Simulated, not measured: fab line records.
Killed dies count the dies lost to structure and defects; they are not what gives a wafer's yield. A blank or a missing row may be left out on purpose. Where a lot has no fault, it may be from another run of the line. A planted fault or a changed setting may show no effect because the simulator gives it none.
Chamber matching :: flow gf180mcu :: GF_PASSIVATION_CVD_02 on pecvd-03 has 3 sister chambers
The step deposits Si3N4, target thk 700 nm, time 486.18 s. 6 wafers are shown with their chamber, then 7 later ones without.

WAFERS WITH THEIR CHAMBER
wafer: L076.6
chamber: 2
heater_power_outer_w (W): 362
heater_power_w (W): 684

wafer: L081.2
chamber: 2
heater_power_outer_w (W): 319
heater_power_w (W): 602

wafer: L084.1
chamber: 0
heater_power_outer_w (W): 515
heater_power_w (W): 838

wafer: L084.4
chamber: 0
heater_power_outer_w (W): 552
heater_power_w (W): 880

wafer: L086.2
chamber: 1
heater_power_outer_w (W): 369
heater_power_w (W): 641

wafer: L086.4
chamber: 1
heater_power_outer_w (W): 412
heater_power_w (W): 687

WAFERS WHOSE CHAMBER IS MISSING
wafer: L086.5
heater_power_outer_w (W): 584
heater_power_w (W): 920

wafer: L093.2
heater_power_outer_w (W): 453
heater_power_w (W): 785

wafer: L093.3
heater_power_outer_w (W): 363
heater_power_w (W): 606

wafer: L093.6
heater_power_outer_w (W): 397
heater_power_w (W): 667

wafer: L097.1
heater_power_outer_w (W): 373
heater_power_w (W): 688

wafer: L097.2
heater_power_outer_w (W): 433
heater_power_w (W): 690

wafer: L097.6
heater_power_outer_w (W): 449
heater_power_w (W): 719

WHICH CHAMBER EACH ONE RAN IN
wafer: L086.5
from the rows above: 0
in truth: 0

wafer: L093.2
from the rows above: can't be placed: 0 or 1 or 2
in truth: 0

wafer: L093.3
from the rows above: can't be placed: 2 or 1
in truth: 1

wafer: L093.6
from the rows above: can't be placed: 1 or 2
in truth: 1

wafer: L097.1
from the rows above: can't be placed: 1 or 2
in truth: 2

wafer: L097.2
from the rows above: can't be placed: 1 or 2
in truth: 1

wafer: L097.6
from the rows above: can't be placed: 1 or 2
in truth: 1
1 of 7 placed correctly. Cannot be placed on the basis of these rows: 6; the candidates contain the true chamber in 6. 0 placed wrongly.
How it was worked out, from the rows above alone: a wafer's distance from a chamber is the root of the sum, over the readings, of the square of ((its reading less the chamber's mean) divided by the reading's scatter). The wafer belongs to the nearest chamber; if the next one is less than 2 further off, it can't be placed. Each chamber's mean is taken over the wafers shown for it. The scatter: take each reading less its chamber's mean, square it, sum over the shown wafers, divide by the number of wafers less the number of chambers, and take the root.
